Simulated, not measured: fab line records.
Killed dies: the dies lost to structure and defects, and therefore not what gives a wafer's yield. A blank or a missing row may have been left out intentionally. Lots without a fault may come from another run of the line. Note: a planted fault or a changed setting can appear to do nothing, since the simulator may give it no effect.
The tool behind it: which one? / flow gf180mcu / Sampling: 24 lots, 72 wafers, 6 of 602 route steps

== WHAT THE GAUGES READ, wafer by wafer ==
GF_V4_THK_MEAS_25: measures by xrf. Usual: for V4_W_THK the level is 345 nm and the standard deviation is 5.2.
lot=L074; measured=day 24 13:44; on=film-metro-03; V4_W_THK (nm)=349 356 354; flag=
lot=L075; measured=day 25 02:58; on=film-metro-03; V4_W_THK (nm)=343 347 343; flag=
lot=L076; measured=day 25 08:57; on=film-metro-03; V4_W_THK (nm)=347 352 351; flag=
lot=L077; measured=day 25 13:36; on=film-metro-02; V4_W_THK (nm)=345 351 349; flag=
lot=L078; measured=day 26 04:21; on=film-metro-01; V4_W_THK (nm)=341 337 344; flag=
lot=L079; measured=day 26 05:04; on=film-metro-02; V4_W_THK (nm)=361 352 344; flag=
lot=L080; measured=day 26 22:37; on=film-metro-03; V4_W_THK (nm)=351 352 351; flag=
lot=L081; measured=day 27 04:04; on=film-metro-01; V4_W_THK (nm)=346 338 343; flag=
lot=L082; measured=day 27 19:44; on=film-metro-02; V4_W_THK (nm)=349 357 346; flag=
lot=L083; measured=day 27 23:08; on=film-metro-03; V4_W_THK (nm)=345 342 345; flag=
lot=L084; measured=day 28 03:00; on=film-metro-01; V4_W_THK (nm)=344 343 345; flag=
lot=L085; measured=day 28 19:02; on=film-metro-01; V4_W_THK (nm)=335 339 339; flag=
lot=L086; measured=day 28 23:59; on=film-metro-01; V4_W_THK (nm)=346 336 346; flag=
lot=L087; measured=day 29 12:57; on=film-metro-01; V4_W_THK (nm)=339 336 339; flag=
lot=L089; measured=day 29 18:27; on=film-metro-01; V4_W_THK (nm)=339 334 344; flag=
lot=L088; measured=day 29 19:04; on=film-metro-03; V4_W_THK (nm)=350 344 347; flag=
lot=L090; measured=day 29 20:51; on=film-metro-03; V4_W_THK (nm)=348 344 358; flag=
lot=L092; measured=day 30 13:18; on=film-metro-03; V4_W_THK (nm)=343 349 338; flag=
lot=L091; measured=day 30 14:14; on=film-metro-03; V4_W_THK (nm)=346 353 347; flag=
lot=L093; measured=day 30 16:53; on=film-metro-03; V4_W_THK (nm)=345 348 344; flag=
lot=L094; measured=day 30 20:38; on=film-metro-01; V4_W_THK (nm)=350 346 352; flag=
lot=L095; measured=day 31 08:23; on=film-metro-01; V4_W_THK (nm)=344 342 343; flag=
lot=L096; measured=day 31 13:12; on=film-metro-01; V4_W_THK (nm)=338 348 339; flag=
lot=L097; measured=day 31 15:14; on=film-metro-01; V4_W_THK (nm)=345 346 341; flag=

GF_V5_CD_MEAS_14 targets a cd of 260 nm. Usual: 259.9 nm for cd-nm, sd 1.4.
lot=L074; measured=day 27 06:03; on=cd-sem-02; cd-nm (nm)=259.0 259.7 258.9; flag=
lot=L075; measured=day 27 20:49; on=cd-sem-01; cd-nm (nm)=256.6 257.6 258.0; flag=
lot=L076; measured=day 28 02:12; on=cd-sem-01; cd-nm (nm)=258.6 259.3 258.7; flag=
lot=L077; measured=day 28 05:16; on=cd-sem-02; cd-nm (nm)=259.3 257.7 258.1; flag=
lot=L078; measured=day 28 20:12; on=cd-sem-01; cd-nm (nm)=258.7 259.6 258.7; flag=
lot=L079; measured=day 28 20:35; on=cd-sem-01; cd-nm (nm)=257.8 257.2 257.6; flag=
lot=L080; measured=day 29 12:26; on=cd-sem-01; cd-nm (nm)=260.3 262.0 261.6; flag=
lot=L081; measured=day 29 17:31; on=cd-sem-01; cd-nm (nm)=261.0 261.0 262.4; flag=
lot=L082; measured=day 30 07:10; on=cd-sem-02; cd-nm (nm)=262.4 261.8 263.3; flag=
lot=L083; measured=day 30 11:45; on=cd-sem-02; cd-nm (nm)=258.8 258.5 259.2; flag=
lot=L084; measured=day 30 15:35; on=cd-sem-01; cd-nm (nm)=260.9 261.2 260.5; flag=
lot=L085; measured=day 31 07:02; on=cd-sem-01; cd-nm (nm)=259.5 260.8 261.4; flag=
lot=L086; measured=day 31 10:01; on=cd-sem-01; cd-nm (nm)=259.4 259.6 260.9; flag=
lot=L087; measured=day 31 20:44; on=cd-sem-02; cd-nm (nm)=261.1 260.8 261.5; flag=
lot=L089; measured=day 32 02:21; on=cd-sem-01; cd-nm (nm)=260.5 260.4 259.9; flag=
lot=L088; measured=day 32 03:21; on=cd-sem-01; cd-nm (nm)=258.3 260.0 259.2; flag=
lot=L090; measured=day 32 05:46; on=cd-sem-01; cd-nm (nm)=261.6 261.3 262.1; flag=
lot=L092; measured=day 32 22:34; on=cd-sem-02; cd-nm (nm)=258.3 259.5 258.4; flag=
lot=L091; measured=day 32 23:14; on=cd-sem-01; cd-nm (nm)=258.9 258.9 258.5; flag=
lot=L093; measured=day 33 00:13; on=cd-sem-02; cd-nm (nm)=260.3 259.1 260.1; flag=
lot=L094; measured=day 33 05:23; on=cd-sem-02; cd-nm (nm)=258.4 258.4 257.4; flag=
lot=L095; measured=day 33 12:13; on=cd-sem-02; cd-nm (nm)=262.4 260.9 260.8; flag=
lot=L096; measured=day 33 18:16; on=cd-sem-01; cd-nm (nm)=261.0 260.6 261.3; flag=
lot=L097; measured=day 33 19:42; on=cd-sem-02; cd-nm (nm)=259.7 259.4 261.5; flag=

GF_V5_RS_MEAS_24: measures by four-point-probe. Usual: for V5_W_RS the level is 0.326 ohm/sq and the standard deviation is 0.0038.
lot=L074; measured=day 27 07:06; on=film-metro-04; V5_W_RS (ohm/sq)=0.327 0.326 0.329; flag=
lot=L075; measured=day 27 21:54; on=film-metro-04; V5_W_RS (ohm/sq)=0.324 0.324 0.321; flag=
lot=L076; measured=day 28 03:15; on=film-metro-02; V5_W_RS (ohm/sq)=0.330 0.329 0.332; flag=
lot=L077; measured=day 28 06:39; on=film-metro-04; V5_W_RS (ohm/sq)=0.327 0.326 0.324; flag=
lot=L078; measured=day 28 21:23; on=film-metro-03; V5_W_RS (ohm/sq)=0.323 0.324 0.330; flag=
lot=L079; measured=day 28 21:38; on=film-metro-03; V5_W_RS (ohm/sq)=0.321 0.328 0.325; flag=
lot=L080; measured=day 29 13:29; on=film-metro-03; V5_W_RS (ohm/sq)=0.335 0.322 0.333; flag=
lot=L081; measured=day 29 18:36; on=film-metro-04; V5_W_RS (ohm/sq)=0.323 0.328 0.321; flag=
lot=L082; measured=day 30 08:13; on=film-metro-02; V5_W_RS (ohm/sq)=0.329 0.322 0.329; flag=
lot=L083; measured=day 30 12:58; on=film-metro-03; V5_W_RS (ohm/sq)=0.328 0.325 0.322; flag=
lot=L084; measured=day 30 16:38; on=film-metro-04; V5_W_RS (ohm/sq)=0.329 0.327 0.328; flag=
lot=L085; measured=day 31 08:05; on=film-metro-02; V5_W_RS (ohm/sq)=0.325 0.327 0.328; flag=
lot=L086; measured=day 31 11:04; on=film-metro-03; V5_W_RS (ohm/sq)=0.329 0.327 0.322; flag=
lot=L087; measured=day 31 21:47; on=film-metro-03; V5_W_RS (ohm/sq)=0.320 0.320 0.324; flag=
lot=L089; measured=day 32 03:26; on=film-metro-04; V5_W_RS (ohm/sq)=0.319 0.328 0.328; flag=
lot=L088; measured=day 32 04:41; on=film-metro-04; V5_W_RS (ohm/sq)=0.329 0.326 0.325; flag=
lot=L090; measured=day 32 07:02; on=film-metro-03; V5_W_RS (ohm/sq)=0.329 0.328 0.330; flag=
lot=L092; measured=day 32 23:37; on=film-metro-03; V5_W_RS (ohm/sq)=0.331 0.330 0.334; flag=
lot=L091; measured=day 33 00:20; on=film-metro-02; V5_W_RS (ohm/sq)=0.324 0.324 0.329; flag=
lot=L093; measured=day 33 01:17; on=film-metro-02; V5_W_RS (ohm/sq)=0.329 0.327 0.324; flag=
lot=L094; measured=day 33 06:55; on=film-metro-02; V5_W_RS (ohm/sq)=0.325 0.324 0.327; flag=
lot=L095; measured=day 33 13:16; on=film-metro-04; V5_W_RS (ohm/sq)=0.331 0.328 0.330; flag=
lot=L096; measured=day 33 19:20; on=film-metro-04; V5_W_RS (ohm/sq)=0.328 0.329 0.328; flag=
lot=L097; measured=day 33 20:47; on=film-metro-02; V5_W_RS (ohm/sq)=0.319 0.317 0.324; flag=

GF_TOP_METAL_CD_MEAS_14 targets a cd of 440 nm. Usual: 439.9 nm for cd-nm, sd 2.4.
lot=L074; measured=day 28 04:09; on=cd-sem-01; cd-nm (nm)=440.4 441.8 440.7; flag=
lot=L075; measured=day 28 17:48; on=cd-sem-01; cd-nm (nm)=440.3 441.2 439.5; flag=
lot=L076; measured=day 28 23:37; on=cd-sem-02; cd-nm (nm)=437.1 438.4 438.7; flag=
lot=L077; measured=day 29 03:08; on=cd-sem-02; cd-nm (nm)=442.0 444.1 442.7; flag=
lot=L078; measured=day 29 17:31; on=cd-sem-02; cd-nm (nm)=444.7 441.5 442.1; flag=
lot=L079; measured=day 29 17:49; on=cd-sem-01; cd-nm (nm)=443.2 444.2 442.3; flag=
lot=L080; measured=day 30 08:41; on=cd-sem-02; cd-nm (nm)=437.3 438.9 440.4; flag=
lot=L081; measured=day 30 13:57; on=cd-sem-02; cd-nm (nm)=437.9 437.3 439.0; flag=
lot=L082; measured=day 31 05:32; on=cd-sem-01; cd-nm (nm)=437.1 436.1 434.8; flag=
lot=L083; measured=day 31 09:15; on=cd-sem-01; cd-nm (nm)=437.5 436.3 436.7; flag=
lot=L084; measured=day 31 11:23; on=cd-sem-01; cd-nm (nm)=440.1 440.1 439.6; flag=
lot=L085; measured=day 32 02:39; on=cd-sem-01; cd-nm (nm)=439.9 439.9 441.0; flag=
lot=L086; measured=day 32 04:41; on=cd-sem-02; cd-nm (nm)=440.4 440.1 439.5; flag=
lot=L087; measured=day 32 14:51; on=cd-sem-01; cd-nm (nm)=445.0 443.2 443.3; flag=
lot=L089; measured=day 32 19:48; on=cd-sem-01; cd-nm (nm)=440.3 439.9 441.5; flag=
lot=L088; measured=day 32 20:51; on=cd-sem-02; cd-nm (nm)=435.5 435.1 436.9; flag=
lot=L090; measured=day 33 01:42; on=cd-sem-02; cd-nm (nm)=437.9 438.2 438.9; flag=
lot=L092; measured=day 33 16:31; on=cd-sem-01; cd-nm (nm)=438.9 439.6 439.2; flag=
lot=L091; measured=day 33 17:17; on=cd-sem-01; cd-nm (nm)=439.5 442.0 441.5; flag=
lot=L093; measured=day 33 17:51; on=cd-sem-02; cd-nm (nm)=440.0 440.1 442.1; flag=
lot=L094; measured=day 33 23:42; on=cd-sem-01; cd-nm (nm)=438.8 437.4 434.9; flag=
lot=L095; measured=day 34 05:16; on=cd-sem-01; cd-nm (nm)=438.7 438.2 440.9; flag=
lot=L096; measured=day 34 11:23; on=cd-sem-01; cd-nm (nm)=440.4 440.5 442.7; flag=
lot=L097; measured=day 34 13:06; on=cd-sem-02; cd-nm (nm)=441.8 438.8 443.1; flag=

GF_PASSIVATION_BOW_MEAS_14. Usual: for PASSIVATION_BOW the level is 131 um and the standard deviation is 9.2.
lot=L074; measured=day 29 03:34; on=film-metro-01; PASSIVATION_BOW (um)=129 126 125; flag=
lot=L075; measured=day 29 16:06; on=film-metro-02; PASSIVATION_BOW (um)=135 137 131; flag=
lot=L076; measured=day 29 21:46; on=film-metro-01; PASSIVATION_BOW (um)=137 126 130; flag=
lot=L077; measured=day 30 01:43; on=film-metro-02; PASSIVATION_BOW (um)=135 128 129; flag=
lot=L078; measured=day 30 15:04; on=film-metro-01; PASSIVATION_BOW (um)=128 128 127; flag=
lot=L079; measured=day 30 15:25; on=film-metro-01; PASSIVATION_BOW (um)=153 140 144; flag=
lot=L080; measured=day 31 04:58; on=film-metro-03; PASSIVATION_BOW (um)=129 133 155; flag=
lot=L081; measured=day 31 10:51; on=film-metro-01; PASSIVATION_BOW (um)=126 121 128; flag=
lot=L082; measured=day 32 01:23; on=film-metro-02; PASSIVATION_BOW (um)=127 132 112; flag=
lot=L083; measured=day 32 06:19; on=film-metro-03; PASSIVATION_BOW (um)=151 142 139; flag=
lot=L084; measured=day 32 07:58; on=film-metro-03; PASSIVATION_BOW (um)=125 132 130; flag=
lot=L085; measured=day 32 21:40; on=film-metro-03; PASSIVATION_BOW (um)=138 133 142; flag=
lot=L086; measured=day 32 23:56; on=film-metro-01; PASSIVATION_BOW (um)=152 141 149; flag=
lot=L087; measured=day 33 10:13; on=film-metro-03; PASSIVATION_BOW (um)=134 129 125; flag=
lot=L089; measured=day 33 15:00; on=film-metro-01; PASSIVATION_BOW (um)=125 129 124; flag=
lot=L088; measured=day 33 15:57; on=film-metro-02; PASSIVATION_BOW (um)=124 125 130; flag=
lot=L090; measured=day 33 20:54; on=film-metro-03; PASSIVATION_BOW (um)=121 124 122; flag=
lot=L092; measured=day 34 10:56; on=film-metro-03; PASSIVATION_BOW (um)=132 135 142; flag=
lot=L091; measured=day 34 11:14; on=film-metro-01; PASSIVATION_BOW (um)=127 116 117; flag=
lot=L093; measured=day 34 12:32; on=film-metro-03; PASSIVATION_BOW (um)=127 124 140; flag=
lot=L094; measured=day 34 18:16; on=film-metro-02; PASSIVATION_BOW (um)=130 133 115; flag=
lot=L095; measured=day 34 23:46; on=film-metro-02; PASSIVATION_BOW (um)=130 135 148; flag=
lot=L096; measured=day 35 05:23; on=film-metro-02; PASSIVATION_BOW (um)=128 130 131; flag=
lot=L097; measured=day 35 06:41; on=film-metro-01; PASSIVATION_BOW (um)=130 122 134; flag=

== WHAT TOOL EACH LOT RAN ON (gives the tool, then ch and the chambers of the sampled wafers, and finally the start) ==
lot=L074; GF_V1_CVD_23=cvd-w-02 ch 0,1, day 18 07:11
lot=L075; GF_V1_CVD_23=cvd-w-02 ch 0, day 18 20:34
lot=L076; GF_V1_CVD_23=cvd-w-01 ch 0,1, day 19 05:41
lot=L077; GF_V1_CVD_23=cvd-w-02 ch 0,1, day 19 10:19
lot=L078; GF_V1_CVD_23=cvd-w-02 ch 0,1, day 20 00:08
lot=L079; GF_V1_CVD_23=cvd-w-01 ch 0,1, day 20 02:35
lot=L080; GF_V1_CVD_23=cvd-w-01 ch 0,1, day 20 19:19
lot=L081; GF_V1_CVD_23=cvd-w-02 ch 0,1, day 21 05:43
lot=L082; GF_V1_CVD_23=cvd-w-01 ch 0,1, day 21 19:10
lot=L083; GF_V1_CVD_23=cvd-w-01 ch 0,1, day 22 03:29
lot=L084; GF_V1_CVD_23=cvd-w-01 ch 0,1, day 22 09:07
lot=L085; GF_V1_CVD_23=cvd-w-02 ch 0,1, day 23 01:46
lot=L086; GF_V1_CVD_23=cvd-w-01 ch 0,1, day 23 09:26
lot=L087; GF_V1_CVD_23=cvd-w-02 ch 0,1, day 23 17:57
lot=L089; GF_V1_CVD_23=cvd-w-01 ch 0,1, day 24 04:25
lot=L088; GF_V1_CVD_23=cvd-w-02 ch 0,1, day 24 06:16
lot=L090; GF_V1_CVD_23=cvd-w-02 ch 0,1, day 24 09:16
lot=L092; GF_V1_CVD_23=cvd-w-02 ch 0, day 25 01:28
lot=L091; GF_V1_CVD_23=cvd-w-02 ch 0,1, day 25 02:32
lot=L093; GF_V1_CVD_23=cvd-w-02 ch 0,1, day 25 06:49
lot=L094; GF_V1_CVD_23=cvd-w-02 ch 0,1, day 25 14:34
lot=L095; GF_V1_CVD_23=cvd-w-01 ch 1, day 26 00:20
lot=L096; GF_V1_CVD_23=cvd-w-02 ch 0,1, day 26 07:21
lot=L097; GF_V1_CVD_23=cvd-w-02 ch 0,1, day 26 12:27
- GF_V1_CVD_23: deposits W, target thk 350 nm, time 105.05 s.

== WHAT THE TOOLS THEMSELVES READ (means of the sampled wafers that have a number; where no wafer has one, the mark that the record gives instead) ==
GF_V1_CVD_23. Usual: 848 W for heater-power-w, sd 40.
lot=L074; tool=cvd-w-02; heater-power-w (W)=812; flag=
lot=L075; tool=cvd-w-02; heater-power-w (W)=788; flag=
lot=L076; tool=cvd-w-01; heater-power-w (W)=861; flag=
lot=L077; tool=cvd-w-02; heater-power-w (W)=845; flag=
lot=L078; tool=cvd-w-02; heater-power-w (W)=811; flag=
lot=L079; tool=cvd-w-01; heater-power-w (W)=867; flag=
lot=L080; tool=cvd-w-01; heater-power-w (W)=857; flag=
lot=L081; tool=cvd-w-02; heater-power-w (W)=819; flag=
lot=L082; tool=cvd-w-01; heater-power-w (W)=858; flag=
lot=L083; tool=cvd-w-01; heater-power-w (W)=866; flag=
lot=L084; tool=cvd-w-01; heater-power-w (W)=861; flag=
lot=L085; tool=cvd-w-02; heater-power-w (W)=857; flag=
lot=L086; tool=cvd-w-01; heater-power-w (W)=857; flag=
lot=L087; tool=cvd-w-02; heater-power-w (W)=862; flag=
lot=L089; tool=cvd-w-01; heater-power-w (W)=863; flag=
lot=L088; tool=cvd-w-02; heater-power-w (W)=866; flag=
lot=L090; tool=cvd-w-02; heater-power-w (W)=857; flag=
lot=L092; tool=cvd-w-02; heater-power-w (W)=802; flag=
lot=L091; tool=cvd-w-02; heater-power-w (W)=854; flag=
lot=L093; tool=cvd-w-02; heater-power-w (W)=842; flag=
lot=L094; tool=cvd-w-02; heater-power-w (W)=864; flag=
lot=L095; tool=cvd-w-01; heater-power-w (W)=866; flag=
lot=L096; tool=cvd-w-02; heater-power-w (W)=825; flag=
lot=L097; tool=cvd-w-02; heater-power-w (W)=833; flag=

== THE ANSWER, worked out from the rows above alone ==
Rule: lot off if the mean of its wafers having a number is beyond 3 standard deviations from the usual mean. A lot without any number at a reading at which 4 lots or more have one is off too. All remaining lots with rows at the step are treated as sound. The gauges are gone through in route order, then the tools' own readings, and for those a lot's mean is taken as printed above. The first step at which some lot is off is used, and at that step the reading that is off furthest; a lot without a number counts as furthest.
None of the lots is off at any reading shown; this tells nothing.

== WHAT HAD BEEN PUT IN BY THE SIMULATOR ==
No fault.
